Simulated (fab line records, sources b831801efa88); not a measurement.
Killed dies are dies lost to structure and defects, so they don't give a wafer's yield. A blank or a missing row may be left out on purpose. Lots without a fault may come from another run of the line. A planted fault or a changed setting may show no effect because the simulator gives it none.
Chamber matching | flow sky130 | SKY_VIA4_HDPCVD_00 on hdpcvd-02: 3 sister chambers
The step deposits SiO2, target thk 1750 nm, time 291.7 s. 3 wafers are shown with their chamber, then 8 later ones without.

WAFERS WITH THEIR CHAMBER
wafer  | chamber | run_length_s (s)
L606.3 | 1       | 320.3
L606.4 | 2       | 319.3
L613.2 | 0       | 319.9

WAFERS WITHOUT THEIR CHAMBER
wafer  | run_length_s (s)
L613.4 | 320.4
L613.5 | 319.7
L615.3 | 319.4
L615.4 | 320.0
L615.6 | 319.9
L614.1 | 319.7
L614.5 | 319.8
L614.6 | 320.0

WHICH CHAMBER EACH WENT THROUGH
wafer  | from the rows above     | in truth
L613.4 | 1                       | 1
L613.5 | can't be placed: 0 or 2 | 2
L615.3 | 2                       | 2
L615.4 | can't be placed: 0 or 1 | 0
L615.6 | 0                       | 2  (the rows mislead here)
L614.1 | can't be placed: 0 or 2 | 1
L614.5 | 0                       | 0
L614.6 | can't be placed: 0 or 1 | 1
Placed correctly: 3 of 8. Can't be placed from these rows: 4 (the true chamber is among the candidates in 3). Placed wrongly: 1.
How it was worked out, from the rows above alone: a wafer's distance from a chamber is the root of the sum, over the readings, of the square of ((its reading less the chamber's mean) divided by the reading's scatter). The wafer belongs to the nearest chamber; if the next one is less than 2 further off, it can't be placed. A chamber's mean is the mean of its shown wafers. The scatter: with one shown wafer a chamber, the root of the mean of the squares of how far each hidden wafer lies from its nearest shown one.
